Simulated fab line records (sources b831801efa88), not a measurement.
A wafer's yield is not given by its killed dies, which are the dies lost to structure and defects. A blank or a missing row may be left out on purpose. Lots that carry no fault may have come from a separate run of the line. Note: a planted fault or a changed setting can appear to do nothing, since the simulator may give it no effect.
Which tool was responsible? -- flow sky130 -- 15 lots with 45 wafers sampled at 3 steps, on a route of 708 steps

== WHAT THE GAUGES READ, wafer by wafer ==
SKY_METAL2_RS_MEAS_05: the measuring method here is four-point-probe.
lot,measured,on,METAL2_ALCU_RS (ohm/sq)
L676,day 35 04:07,filmMetro-02,0.1230 0.1246 0.1254
L677,day 35 09:04,filmMetro-02,0.1253 0.1261 0.1263
L678,day 35 09:17,filmMetro-04,0.1268 0.1254 0.1261
L679,day 35 18:08,filmMetro-04,0.1278 0.1278 0.1294
L681,day 35 19:07,filmMetro-02,0.1283 0.1258 0.1269
L682,day 36 01:30,filmMetro-04,0.1272 0.1285 0.1277
L683,day 36 17:52,filmMetro-02,0.1274 0.1276 0.1273
L684,day 36 22:46,filmMetro-02,0.1254 0.1274 0.1256
L685,day 37 03:48,filmMetro-02,0.1273 0.1277 0.1279
L686,day 37 04:40,filmMetro-02,0.1282 0.1271 0.1271
L687,day 37 12:44,filmMetro-02,0.1283 0.1271 0.1264
L691,day 38 22:27,filmMetro-02,0.0651 0.0647 0.1271 0.0653 0.0648 0.1272
L692,day 39 01:34,filmMetro-04,0.1265 0.1289 0.1265
L693,day 39 07:37,filmMetro-04,0.1253 0.1267 0.0646 0.1251 0.1269 0.0647
L694,day 39 11:58,filmMetro-04,0.0644 0.1242 0.0645 0.0642 0.1239 0.0645

SKY_METAL2_THK_MEAS_06: measures by xrf.
lot,measured,on,METAL2_ALCU_THK (nm)
L676,day 35 04:14,filmMetro-02,252 249 246
L677,day 35 09:11,filmMetro-02,247 246 248
L678,day 35 09:25,filmMetro-04,247 248 249
L679,day 35 18:14,filmMetro-04,243 245 243
L681,day 35 19:13,filmMetro-02,242 247 245
L682,day 36 01:36,filmMetro-04,247 245 246
L683,day 36 17:59,filmMetro-02,241 241 240
L684,day 36 22:53,filmMetro-02,246 242 246
L685,day 37 03:54,filmMetro-02,243 241 242
L686,day 37 04:47,filmMetro-02,240 244 242
L687,day 37 12:52,filmMetro-02,240 245 244
L691,day 39 00:17,filmMetro-02,471 474 247 467 473 245
L692,day 39 01:41,filmMetro-04,249 242 249
L693,day 39 10:30,filmMetro-04,250 248 481 250 247 478
L694,day 39 14:23,filmMetro-04,481 252 477 479 254 478

== WHICH TOOL RAN EACH LOT (tool, then ch and the chambers of the sampled wafers, then the start) ==
lot,SKY_METAL2_SPUTTER_02
L676,"pvdSputter-02, day 35 04:01"
L677,"pvdSputter-02, day 35 08:58"
L678,"pvdSputter-04, day 35 09:12"
L679,"pvdSputter-02, day 35 18:01"
L681,"pvdSputter-04, day 35 18:58"
L682,"pvdSputter-04, day 36 01:22"
L683,"pvdSputter-01, day 36 17:46"
L684,"pvdSputter-02, day 36 22:40"
L685,"pvdSputter-04, day 37 03:40"
L686,"pvdSputter-02, day 37 04:34"
L687,"pvdSputter-02, day 37 12:39"
L691,"pvdSputter-02, day 38 22:19"
L692,"pvdSputter-04, day 39 01:27"
L693,"pvdSputter-02, day 39 07:31"
L694,"pvdSputter-02, day 39 11:53"
- SKY_METAL2_SPUTTER_02: material AlCu, target thk 250 nm, time 13.3 s.

== WHAT THE TOOLS THEMSELVES READ (means of the sampled wafers that have a number; where no wafer has one, the mark that the record gives instead) ==
SKY_METAL2_SPUTTER_02.
lot,tool,throttleValvePct (%)
L676,pvdSputter-02,29.7
L677,pvdSputter-02,30.7
L678,pvdSputter-04,30.6
L679,pvdSputter-02,29.9
L681,pvdSputter-04,30.4
L682,pvdSputter-04,31.3
L683,pvdSputter-01,28.1
L684,pvdSputter-02,29.4
L685,pvdSputter-04,29.5
L686,pvdSputter-02,29.5
L687,pvdSputter-02,29.3
L691,pvdSputter-02,30.6
L692,pvdSputter-04,29.0
L693,pvdSputter-02,29.7
L694,pvdSputter-02,30.5

== THE ANSWER, worked out from the rows above alone ==
Rule: usual is defined by the lots themselves. Put in order of their means at a reading, lots are off if they are a third of the lots or fewer, leave a main group of 4 or more, and stand apart from it by a gap of 3 or more times the standard deviation of the main group's means; of several such gaps the widest counts. The tables above print the reading to a certain number of digits; a main group whose means all agree to those digits is not used. A lot without any number at a reading at which 4 lots or more have one is off too. All remaining lots with rows at the step are treated as sound. The gauges are gone through in route order, then the tools' own readings, and for those a lot's mean is taken as printed above. The first step at which some lot is off is used, and at that step the reading that is off furthest; a lot without a number counts as furthest.
Off: L691, L693, L694, seen at SKY_METAL2_RS_MEAS_05 (METAL2_ALCU_RS). The main group: mean 0.1269 ohm/sq, standard deviation 0.001.
A tool fits if, at a process step before that reading, it ran every lot that is off, and no sound lot after the first of them. Gauges at SKY_METAL2_RS_MEAS_05: tried the same way as those tools. One candidate fits, namely pvdSputter-02 at SKY_METAL2_SPUTTER_02. A fault onset in the window from L687 (day 37 12:39, its last sound lot) to L691 (day 38 22:19, its first lot off) fits.

== WHAT THE SIMULATOR PUT IN ==
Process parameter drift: pvdSputter-02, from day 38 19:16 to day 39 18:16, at SKY_METAL2_SPUTTER_02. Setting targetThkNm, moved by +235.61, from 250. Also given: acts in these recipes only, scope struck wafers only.
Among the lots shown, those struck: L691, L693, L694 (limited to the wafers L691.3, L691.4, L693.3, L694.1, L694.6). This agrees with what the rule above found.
